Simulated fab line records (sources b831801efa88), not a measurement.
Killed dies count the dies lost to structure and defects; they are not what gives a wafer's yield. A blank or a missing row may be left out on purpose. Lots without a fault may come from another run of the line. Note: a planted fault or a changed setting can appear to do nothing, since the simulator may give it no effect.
Matching of chambers :: flow sky130 :: SKY_CONTACT_ETCH_17 on rie_diel-04: 4 sister chambers
The step etches SiO2 in C4F8/O2/Ar, stops on Si3N4, target depth 340 nm. 20 wafers are shown with their chamber, then 10 later ones without.

== WAFERS PAIRED WITH THEIR CHAMBERS ==
wafer: L075.1
chamber: 0
oes_product_au (a.u.): 0.888
chamber_pressure_mTorr (mTorr): 39.97

wafer: L075.4
chamber: 2
oes_product_au (a.u.): 0.880
chamber_pressure_mTorr (mTorr): 39.97

wafer: L075.5
chamber: 1
oes_product_au (a.u.): 0.891
chamber_pressure_mTorr (mTorr): 40.08

wafer: L074.3
chamber: 1
oes_product_au (a.u.): 0.890
chamber_pressure_mTorr (mTorr): 39.95

wafer: L074.4
chamber: 3
oes_product_au (a.u.): 0.882
chamber_pressure_mTorr (mTorr): 39.98

wafer: L074.6
chamber: 1
oes_product_au (a.u.): 0.887
chamber_pressure_mTorr (mTorr): 40.00

wafer: L076.1
chamber: 1
oes_product_au (a.u.): 0.886
chamber_pressure_mTorr (mTorr): 40.04

wafer: L076.4
chamber: 0
oes_product_au (a.u.): 0.890
chamber_pressure_mTorr (mTorr): 39.97

wafer: L076.6
chamber: 3
oes_product_au (a.u.): 0.892
chamber_pressure_mTorr (mTorr): 39.95

wafer: L079.1
chamber: 1
oes_product_au (a.u.): 0.897
chamber_pressure_mTorr (mTorr): 39.95

wafer: L079.3
chamber: 3
oes_product_au (a.u.): 0.900
chamber_pressure_mTorr (mTorr): 39.92

wafer: L079.5
chamber: 0
oes_product_au (a.u.): 0.895
chamber_pressure_mTorr (mTorr): 40.05

wafer: L080.2
chamber: 3
oes_product_au (a.u.): 0.897
chamber_pressure_mTorr (mTorr): 40.07

wafer: L080.5
chamber: 2
oes_product_au (a.u.): 0.895
chamber_pressure_mTorr (mTorr): 40.01

wafer: L080.6
chamber: 0
oes_product_au (a.u.): 0.897
chamber_pressure_mTorr (mTorr): 39.98

wafer: L081.1
chamber: 3
oes_product_au (a.u.): 0.895
chamber_pressure_mTorr (mTorr): 40.09

wafer: L081.2
chamber: 2
oes_product_au (a.u.): 0.892
chamber_pressure_mTorr (mTorr): 39.96

wafer: L081.5
chamber: 3
oes_product_au (a.u.): 0.897
chamber_pressure_mTorr (mTorr): 39.99

wafer: L084.1
chamber: 0
oes_product_au (a.u.): 0.892
chamber_pressure_mTorr (mTorr): 39.98

wafer: L084.2
chamber: 2
oes_product_au (a.u.): 0.890
chamber_pressure_mTorr (mTorr): 39.98

SIGNATURES (means of the wafers above)
reading: oes_product_au
chamber 0: 0.89240
chamber 1: 0.89020
chamber 2: 0.88925
chamber 3: 0.89383
scatter within a chamber: 0.00535

reading: chamber_pressure_mTorr
chamber 0: 39.9900
chamber 1: 40.0040
chamber 2: 39.9800
chamber 3: 40.0000
scatter within a chamber: 0.0508
Rule: for a wafer and a chamber, the distance is found by dividing, reading by reading, the gap between the wafer's reading and the chamber's mean by the reading's scatter, squaring, summing and taking the root. If the next closest chamber is less than 2 further off than the closest, the wafer can't be placed; otherwise it belongs to the closest. How the scatter is found: for the shown wafers, subtract from each reading the mean of its chamber, square and add these, divide the total by (wafers less chambers), then take the root.

== WAFERS WITH NO CHAMBER GIVEN ==
wafer: L084.6
oes_product_au (a.u.): 0.901
chamber_pressure_mTorr (mTorr): 39.99

wafer: L088.1
oes_product_au (a.u.): 0.896
chamber_pressure_mTorr (mTorr): 39.95

wafer: L088.3
oes_product_au (a.u.): 0.896
chamber_pressure_mTorr (mTorr): 39.99

wafer: L088.4
oes_product_au (a.u.): 0.887
chamber_pressure_mTorr (mTorr): 39.97

wafer: L091.1
oes_product_au (a.u.): 0.902
chamber_pressure_mTorr (mTorr): 40.00

wafer: L091.5
oes_product_au (a.u.): 0.887
chamber_pressure_mTorr (mTorr): 39.96

wafer: L091.6
oes_product_au (a.u.): 0.894
chamber_pressure_mTorr (mTorr): 39.98

wafer: L092.2
oes_product_au (a.u.): 0.886
chamber_pressure_mTorr (mTorr): 40.05

wafer: L092.4
oes_product_au (a.u.): 0.898
chamber_pressure_mTorr (mTorr): 39.98

wafer: L092.6
oes_product_au (a.u.): 0.895
chamber_pressure_mTorr (mTorr): 40.04

== CHAMBER TAKEN BY EACH ==
wafer: L084.6
from the rows above: can't be placed: 3 or 0 or 1 or 2
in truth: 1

wafer: L088.1
from the rows above: can't be placed: 0 or 3 or 2 or 1
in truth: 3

wafer: L088.3
from the rows above: can't be placed: 3 or 0 or 1 or 2
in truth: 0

wafer: L088.4
from the rows above: can't be placed: 2 or 1 or 0 or 3
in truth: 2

wafer: L091.1
from the rows above: can't be placed: 3 or 0 or 1 or 2
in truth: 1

wafer: L091.5
from the rows above: can't be placed: 2 or 1 or 0 or 3
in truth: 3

wafer: L091.6
from the rows above: can't be placed: 0 or 3 or 1 or 2
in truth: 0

wafer: L092.2
from the rows above: can't be placed: 1 or 2 or 0 or 3
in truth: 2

wafer: L092.4
from the rows above: can't be placed: 3 or 0 or 1 or 2
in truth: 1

wafer: L092.6
from the rows above: can't be placed: 3 or 0 or 1 or 2
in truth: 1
0 of 10 placed correctly. These rows do not allow placing 10 (true chamber among the candidates in 10). Number placed wrongly: 0.
